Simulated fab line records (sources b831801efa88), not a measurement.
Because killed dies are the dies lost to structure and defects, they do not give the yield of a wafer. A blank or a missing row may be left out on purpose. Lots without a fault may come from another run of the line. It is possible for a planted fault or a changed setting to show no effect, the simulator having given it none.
Problem report, 8D (eight disciplines) form, completed by code :: flow sfqLine :: the parts of the form that need people (team, actions taken, sign-off) are left out

== 1. THE PROBLEM ==
Mean of timeToEndpointS at SFQ_TRILAYER_I0_CMP_CMP_028: 279 s across 2 wafers in 2 lots; on wafers with no fault it is 214 s (standard deviation 6.1). Relative to the usual mean, that is a shift of +11 standard deviations.
The step: polishes SiO2.
First seen on wafer L981.5, day 17 21:11, on cmp-01. Wafers with a number at this step in the record: 42, from 14 lots. The rule behind "out" and "out of limits": a value lying over 4 standard deviations away from the usual mean. The other wafers with a number count as sound.

== 2. WHAT IT IS AND WHAT IT IS NOT ==
question: which readings at this step
is: timeToEndpointS
is not: motorCurrentA, retainingRingPressureFrac

question: which lots
is: L981, L983
is not: L966, L967, L968, L970, L971, L972, L975, L976, L978, L985, L987, L988

question: which wafers of those lots
is: L981.5, L983.4
is not: L981.3, L981.6, L983.3, L983.6

question: read on which tools
is: cmp-01
is not: cmp-02

question: when
is: from day 17 21:11
is not: up to then (29 sound wafers); but 11 sound wafers of L983, L985, L987, L988 came after

== 3. WHAT RULES OUT EACH SUSPECT ==
Counting: any tool at a process step up to the reading remains a suspect provided it ran every lot that is out. Sound lots after the first of them don't rule it out here, since some wafers of a struck lot are sound.
- cmp-01 at SFQ_TRILAYER_I0_CMP_CMP_028 (polishes SiO2): kept. It ran every lot that is out, first L981 (day 17 19:11); its last sound lot up to then is L978 (day 16 08:23). Out on those wafers are its own readings of timeToEndpointS.
- Within cmp-01 at SFQ_TRILAYER_I0_CMP_CMP_028: the wafers that are out ran in chamber 1; their sound lot-mates ran in chambers 0, 2.
Remaining after the count: cmp-01 at SFQ_TRILAYER_I0_CMP_CMP_028.

== 4. THE CAUSE (what the simulator had put in) ==
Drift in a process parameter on cmp-01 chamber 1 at SFQ_TRILAYER_I0_CMP_CMP_028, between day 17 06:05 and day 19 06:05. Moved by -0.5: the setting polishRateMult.
Only this tool survived the counting.

== 5. THE EFFECT CHAIN, in route order ==
Each row: a reading whose mean over the struck wafers that have a number lies more than 3 standard deviations from the usual. Only readings whose record carries a usual standard deviation are examined. hours: median over the lots of the time between each lot's start at the first step of this table that gives one and its start at this step. sigmas: the change, counted in usual standard deviations.
hours: 0
step: SFQ_TRILAYER_I0_CMP_CMP_028
reading: timeToEndpointS
usual: 214 s
on struck wafers: 279
change: +65
sigmas: +11

hours: 3
step: SFQ_TRILAYER_I0_METRO_MEASURE_029
reading: thkNm
usual: 200.2 nm
on struck wafers: 305.6
change: +105.4
sigmas: +99 or more

hours: 165
step: SFQ_TRILAYER_I0_VIA_ETCH_VIA_ETCH_034
reading: oesProductAu
usual: 0.855 a.u.
on struck wafers: 1.002
change: +0.147
sigmas: +32
It contains these process steps:
- SFQ_TRILAYER_I0_CMP_CMP_028: polishes SiO2.
- SFQ_TRILAYER_I0_METRO_MEASURE_029
- SFQ_TRILAYER_I0_VIA_ETCH_VIA_ETCH_034: etches SiO2 in CHF3, stops on Nb, target depth 260 nm.

== 6. WHAT WOULD HAVE CAUGHT IT SOONER ==
15 hours passed between the start of the fault at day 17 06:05 and the first reading out of limits in this record, taken at day 17 21:11.
